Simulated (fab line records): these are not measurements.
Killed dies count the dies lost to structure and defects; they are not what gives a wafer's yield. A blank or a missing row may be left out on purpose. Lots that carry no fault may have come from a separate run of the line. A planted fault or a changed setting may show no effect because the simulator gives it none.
Problem report in the 8D (eight disciplines) form, filled by code | flow sfq-line | the parts of the form that need people (team, actions taken, sign-off) are left out

## 1. WHAT WENT WRONG
R5_MONX_RS at SFQ_R5_RS_MEAS_933 reads a mean of 7.33 ohm/sq on 1 wafer of 1 lot; wafers without a fault read 7.03 ohm/sq with a standard deviation of 0.072. That puts it +4.2 standard deviations away from the usual mean.
The step: measures by four-point-probe.
First seen on wafer L489.3, day 61 21:07, on film-metro-04. Wafers with a number at this step in the record: 39, from 13 lots. By rule, "out" or "out of limits" means more than 4 standard deviations away from the usual mean. Any other wafer with a number is counted as sound.

## 2. WHAT IT IS; WHAT IT IS NOT
question                    | is                | is not
which readings at this step | R5_MONX_RS        | -
which lots                  | L489              | L476, L478, L480, L481, L482, L484, L491, L493, L494, L495, L496, L497
which wafers of those lots  | L489.3            | L489.1, L489.4
read on which gauges        | film-metro-04     | film-metro-01, film-metro-03
when                        | from day 61 21:07 | up to then (20 sound wafers); but 18 sound wafers of L491, L493, L494, L495, L496, L497 came after

## 3. WHAT RULES OUT EACH SUSPECT
Counting: if a tool at a process step up to the reading ran every lot that is out, it stays a suspect. Sound lots after the first of them don't rule it out here, since some wafers of a struck lot are sound.
- the gauge at SFQ_R5_RS_MEAS_933: kept. All the wafers that are out were read on film-metro-04, and no step on other tools shows them out.
- rie-diel-01 at SFQ_TRILAYER_I4_VIA_BARC_OPEN_VIA_ETCH_146 (etches BARC in O2, target depth 125 nm, time 41.7 s): kept. L489, the lot that is out, went through it at day 55 01:22; up to then, the latest sound lot through it was L482 at day 52 19:29.
- pvd-sputter-06 at SFQ_TRILAYER_JJ_TRILAYER_DEP_SPUTTER_109 (material Nb, target thk 150 nm, time 100 s): kept. L489, the lot that is out, went through it at day 55 02:19; up to then, the latest sound lot through it was L484 at day 53 20:34.
- pvd-sputter-03 at SFQ_TRILAYER_R5_DEP_SPUTTER_132 (material Ti, target thk 5 nm, time 5 s): kept. L489, the lot that is out, went through it at day 61 21:02; up to then, the latest sound lot through it was L476 at day 56 08:02.
- In rie-diel-01 at SFQ_TRILAYER_I4_VIA_BARC_OPEN_VIA_ETCH_146, the wafers that are out were processed in chamber 0 and their sound lot-mates in chambers 2, 3.
Left after counting: rie-diel-01 at SFQ_TRILAYER_I4_VIA_BARC_OPEN_VIA_ETCH_146, pvd-sputter-06 at SFQ_TRILAYER_JJ_TRILAYER_DEP_SPUTTER_109, pvd-sputter-03 at SFQ_TRILAYER_R5_DEP_SPUTTER_132, film-metro-04 at SFQ_R5_RS_MEAS_933.

## 4. THE CAUSE (what the simulator had put in)
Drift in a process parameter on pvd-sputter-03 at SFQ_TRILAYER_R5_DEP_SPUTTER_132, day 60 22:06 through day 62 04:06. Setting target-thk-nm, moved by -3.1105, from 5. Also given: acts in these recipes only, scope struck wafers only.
After counting, 4 suspects remain, this tool included.

## 5. SEQUENCE OF EFFECTS, ordered by route
Each row: a reading where the mean over the struck wafers with a number is more than 3 standard deviations away from the usual. Readings are gone through only where the record gives a usual standard deviation; hours: the median, over the lots, of the time from a lot's start at the first step in this table giving one to that lot's start at this step; sigmas: the change measured in usual standard deviations.
hours | step               | reading    | usual       | on struck wafers | change | sigmas
0     | SFQ_R5_RS_MEAS_933 | R5_MONX_RS | 7.03 ohm/sq | 7.33             | +0.30  | +4.2

## 6. HOW IT WOULD HAVE BEEN CAUGHT EARLIER
In this record the first reading out of limits at a measuring or inspecting step was taken at day 61 21:07, 23 hours after the fault began at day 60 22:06.
An alarm limit of 4 standard deviations would not have fired on the tool readings at SFQ_TRILAYER_R5_DEP_SPUTTER_132 for which the record gives a usual standard deviation, since none of them was out on any struck wafer.
The start of SFQ_TRILAYER_R5_DEP_SPUTTER_132 on pvd-sputter-03 came by day 61 21:07 for every one of the lots that are out (1). Tool hold at that time: it would have spared none of them.
